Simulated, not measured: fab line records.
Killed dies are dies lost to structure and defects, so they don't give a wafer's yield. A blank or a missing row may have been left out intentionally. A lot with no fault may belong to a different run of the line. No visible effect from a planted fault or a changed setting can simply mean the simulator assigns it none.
Which tool is to blame?	flow sky130	Sampling: 10 lots, 30 wafers, 5 of 708 route steps

WHAT EACH GAUGE READ, for each wafer
SKY_METAL4_CD_MEAS_13: target cd 300 nm. Usual: cdNm 300.2 nm, standard deviation 1.7.
lot	measured	on	cdNm (nm)	flag
L191	day 42 02:37	cdSem-01	297.8 297.1 296.6	
L193	day 42 04:28	cdSem-01	299.1 298.9 298.2	
L194	day 42 19:10	cdSem-01	300.9 300.6 300.6	
L197	day 43 21:55	cdSem-02	302.9 301.9 303.1	
L199	day 44 08:04	cdSem-01	300.8 300.9 300.6	
L206	day 46 10:47	cdSem-02	300.4 300.3 300.5	
L208	day 46 14:40	cdSem-01	299.0 299.4 298.5	
L210	day 47 04:13	cdSem-02	300.0 301.0 301.4	
L211	day 47 09:35	cdSem-02	301.0 301.0 301.3	
L212	day 47 22:24	cdSem-01	299.7 298.4 299.6	

SKY_VIA4_RS_MEAS_19: the measuring method here is four-point-probe. Usual: VIA4_W_RS typically reads 0.2247 ohm/sq, with standard deviation 0.0019.
lot	measured	on	VIA4_W_RS (ohm/sq)	flag
L191	day 43 05:02	filmMetro-04	0.2218 0.2230 0.2203	
L193	day 43 06:44	filmMetro-04	0.2276 0.2264 0.2261	
L194	day 43 20:50	filmMetro-04	0.2232 0.2225 0.2248	
L197	day 44 21:59	filmMetro-04	0.2780 0.2829 0.2813	OFF
L199	day 45 08:23	filmMetro-04	0.2846 0.2876 0.2845	OFF
L206	day 47 08:46	filmMetro-01	0.2258 0.2243 0.2233	
L208	day 47 13:16	filmMetro-04	0.2275 0.2253 0.2234	
L210	day 48 01:20	filmMetro-03	0.2246 0.2283 0.2241	
L211	day 48 07:05	filmMetro-04	0.2227 0.2260 0.2246	
L212	day 48 19:16	filmMetro-04	0.2233 0.2277 0.2242	

SKY_VIA4_THK_MEAS_20: measures by xrf. Usual: VIA4_W_THK typically reads 509 nm, with standard deviation 6.2.
lot	measured	on	VIA4_W_THK (nm)	flag
L191	day 43 05:09	filmMetro-04	516 511 519	
L193	day 43 06:52	filmMetro-04	502 503 504	
L194	day 43 20:57	filmMetro-04	515 517 509	
L197	day 44 22:04	filmMetro-04	406 402 402	OFF
L199	day 45 08:30	filmMetro-04	400 394 398	OFF
L206	day 47 08:53	filmMetro-01	516 521 520	
L208	day 47 13:23	filmMetro-04	499 506 512	
L210	day 48 01:28	filmMetro-03	515 505 515	
L211	day 48 07:12	filmMetro-04	513 507 511	
L212	day 48 19:22	filmMetro-04	513 502 510	

WHICH TOOL RAN EACH LOT (tool, then ch and the chambers of the sampled wafers, then the start)
lot	SKY_VIA4_ETCH_12	SKY_VIA4_CVD_18
L191	rieDiel-01 ch 0,2,3, day 43 04:09	cvdW-02 ch 1, day 43 04:53
L193	rieDiel-04 ch 1,2,3, day 43 05:52	cvdW-02 ch 1, day 43 06:35
L194	rieDiel-04 ch 0,1,2, day 43 19:48	cvdW-02 ch 0, day 43 20:32
L197	rieDiel-01 ch 2,3, day 44 21:02	cvdW-02 ch 0,1, day 44 21:49
L199	rieDiel-04 ch 0,2, day 45 07:28	cvdW-02 ch 0,1, day 45 08:14
L206	rieDiel-04 ch 0,2, day 47 07:48	cvdW-01 ch 0, day 47 08:36
L208	rieDiel-02 ch 0,2,3, day 47 12:22	cvdW-01 ch 0,1, day 47 13:07
L210	rieDiel-01 ch 1,3, day 48 00:23	cvdW-01 ch 0,1, day 48 01:11
L211	rieDiel-01 ch 0,3, day 48 06:09	cvdW-01 ch 0,1, day 48 06:55
L212	rieDiel-01 ch 0,3, day 48 18:18	cvdW-01 ch 0,1, day 48 19:07
- SKY_VIA4_ETCH_12: etches SiO2 in C4F8/O2/Ar, stops on TiN, target depth 580 nm.
- SKY_VIA4_CVD_18: deposits W, target thk 505 nm, time 152.14 s.

AS READ BY THE TOOLS THEMSELVES (means over the sampled wafers that have a number; for cases with no such wafer, the mark the record gives instead)
SKY_VIA4_ETCH_12. Usual: oesProductAu 0.926 a.u., standard deviation 0.0045.
lot	tool	oesProductAu (a.u.)	flag
L191	rieDiel-01	0.925	
L193	rieDiel-04	0.928	
L194	rieDiel-04	0.927	
L197	rieDiel-01	0.928	
L199	rieDiel-04	0.925	
L206	rieDiel-04	0.928	
L208	rieDiel-02	0.927	
L210	rieDiel-01	0.927	
L211	rieDiel-01	0.925	
L212	rieDiel-01	0.923	

SKY_VIA4_CVD_18. Usual: heaterPowerW 870 W, standard deviation 100; susceptorTempC 399.97 C, standard deviation 0.2.
lot	tool	heaterPowerW (W)	susceptorTempC (C)	flag
L191	cvdW-02	908	399.90	
L193	cvdW-02	903	399.82	
L194	cvdW-02	704	399.91	
L197	cvdW-02	778	387.46	OFF
L199	cvdW-02	731	387.55	OFF
L206	cvdW-01	824	399.79	
L208	cvdW-01	892	399.73	
L210	cvdW-01	897	400.05	
L211	cvdW-01	887	400.15	
L212	cvdW-01	886	399.95	

THE ANSWER, worked out from the rows above alone
Rule: a lot counts as off when the mean over its wafers that have a number is more than 3 standard deviations away from the usual mean. Also off: a lot with no number at a reading for which 4 or more lots have one. Where the step has rows for the other lots, those lots are counted as sound. The gauges are gone through in route order, then the tools' own readings, and for those a lot's mean is taken as printed above. At the first step where some lot is off, the reading lying furthest off is the one used; lots without a number count as furthest.
Off: L197, L199, seen at SKY_VIA4_RS_MEAS_19 (VIA4_W_RS).
A tool fits if, at a process step before that reading, it ran every lot that is off, and no sound lot after the first of them. Not tried: the gauges at SKY_VIA4_RS_MEAS_19; whatever is off there is also off at SKY_VIA4_CVD_18, on other tools, and gauge error can't account for it. One fits: SKY_VIA4_CVD_18 on cvdW-02. Its last sound lot is L194 (day 43 20:32), its first lot that is off L197 (day 44 21:49): a fault that began between those two fits.
On the lots that are off, the tool's own readings at SKY_VIA4_CVD_18 differ by more than 5 times the standard deviation of the sound lots' means, which bears it out; susceptorTempC reads 387.50 C there versus 399.91 C on the sound lots.

WHAT THE SIMULATOR HAD PUT IN
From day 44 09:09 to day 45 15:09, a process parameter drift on cvdW-02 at SKY_VIA4_CVD_18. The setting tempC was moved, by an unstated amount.
Shown lots that were struck: L197, L199. Same finding as the rule above.
